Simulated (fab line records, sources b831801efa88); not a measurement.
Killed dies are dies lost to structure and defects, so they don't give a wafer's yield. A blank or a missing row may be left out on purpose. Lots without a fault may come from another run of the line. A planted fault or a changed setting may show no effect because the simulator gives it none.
Tool commonality check | flow gf180mcu | 11 lots, 33 wafers sampled

WHY IT WAS OPENED
At GF_STI_THK_MEAS_04 the reading STI_CVD_03_THK is flagged on 1 of 11 lots. Wafers without a fault read 207.5 nm, standard deviation 1.6.
Rule: a lot is flagged when every wafer of it that has a number lies more than 4 standard deviations from that mean, or none has a number. The other lots count as sound.

lot  | measured    | on            | STI_CVD_03_THK (nm), wafer by wafer | flag
L461 | day 1 22:31 | film_metro-03 | 206.2 206.5 207.5                   |
L464 | day 2 13:43 | film_metro-01 | 207.8 208.9 208.1                   |
L466 | day 2 20:21 | film_metro-01 | 210.3 208.3 208.1                   |
L467 | day 3 06:00 | film_metro-04 | 210.3 209.0 210.3                   |
L469 | day 3 14:35 | film_metro-03 | 206.6 206.6 208.0                   |
L470 | day 3 20:03 | film_metro-03 | 206.8 206.3 207.1                   |
L473 | day 4 08:23 | film_metro-01 | 207.7 205.8 206.0                   |
L475 | day 4 16:35 | film_metro-03 | 204.7 204.4 204.9                   |
L477 | day 5 02:37 | film_metro-01 | 209.3 209.0 207.2                   |
L478 | day 5 07:34 | film_metro-03 | 207.4 208.9 206.8                   |
L480 | day 5 17:54 | film_metro-03 | 194.1 194.4 193.3                   | FLAGGED
The numbers of the flagged lots are 193.9 nm on average: -13.6 nm against the usual, or -8 standard deviations.

WHICH TOOL RAN EACH LOT
The record holds 1 process step before the reading, out of a route of 602 steps. In each cell: the tool, then ch and the chambers that the sampled wafers went through, then the start.
lot  | flag    | GF_STI_CVD_03
L461 |         | lpcvd-02 ch 0, day 1 20:30
L464 |         | lpcvd-01 ch 1, day 2 11:44
L466 |         | lpcvd-01 ch 0, day 2 18:22
L467 |         | lpcvd-01 ch 0, day 3 04:01
L469 |         | lpcvd-01 ch 1, day 3 12:36
L470 |         | lpcvd-02 ch 0, day 3 18:04
L473 |         | lpcvd-02 ch 1, day 4 06:23
L475 |         | lpcvd-01 ch 1, day 4 14:34
L477 |         | lpcvd-01 ch 0, day 5 00:36
L478 |         | lpcvd-02 ch 0, day 5 05:34
L480 | FLAGGED | lpcvd-01 ch 1, day 5 15:55
What these steps do:
- GF_STI_CVD_03: deposits Si3N4 from DCS/NH3, target thk 207.16 nm, time 3551 s.
- GF_STI_THK_MEAS_04

FLAGGED OVER TOTAL, TOOL BY TOOL (the gauges that took the reading come last)
step               | tool          | lots run | flagged | share of the flagged lots | sound lots run after its first flagged lot
GF_STI_CVD_03      | lpcvd-01      | 7        | 1       | all                       | 0
GF_STI_CVD_03      | lpcvd-02      | 4        | 0       | none                      | -
GF_STI_THK_MEAS_04 | film_metro-01 | 4        | 0       | none                      | -
GF_STI_THK_MEAS_04 | film_metro-03 | 6        | 1       | all                       | 0
GF_STI_THK_MEAS_04 | film_metro-04 | 1        | 0       | none                      | -

WHAT THE TABLE ALLOWS
2 rows of the table ran every flagged lot: lpcvd-01 at GF_STI_CVD_03, film_metro-03 at GF_STI_THK_MEAS_04.
- lpcvd-01 at GF_STI_CVD_03: 1 of its 7 lots flagged. Its last sound lot is L477 (day 5 00:36), its first flagged lot L480 (day 5 15:55): a fault that began between those two fits. Its own readings lie more than 4 standard deviations out on every wafer of the flagged lots: pressure_mtorr.
- film_metro-03 at GF_STI_THK_MEAS_04: 1 of its 6 lots flagged. Its last sound lot is L478 (day 5 07:34), its first flagged lot L480 (day 5 17:54): a fault that began between those two fits.
Counting lots can't tell these 2 tools apart, because each fits a fault that began at some hour. More lots, or a look at what each step does to the wafer, might.

WHAT THE SIMULATOR HAD PUT IN
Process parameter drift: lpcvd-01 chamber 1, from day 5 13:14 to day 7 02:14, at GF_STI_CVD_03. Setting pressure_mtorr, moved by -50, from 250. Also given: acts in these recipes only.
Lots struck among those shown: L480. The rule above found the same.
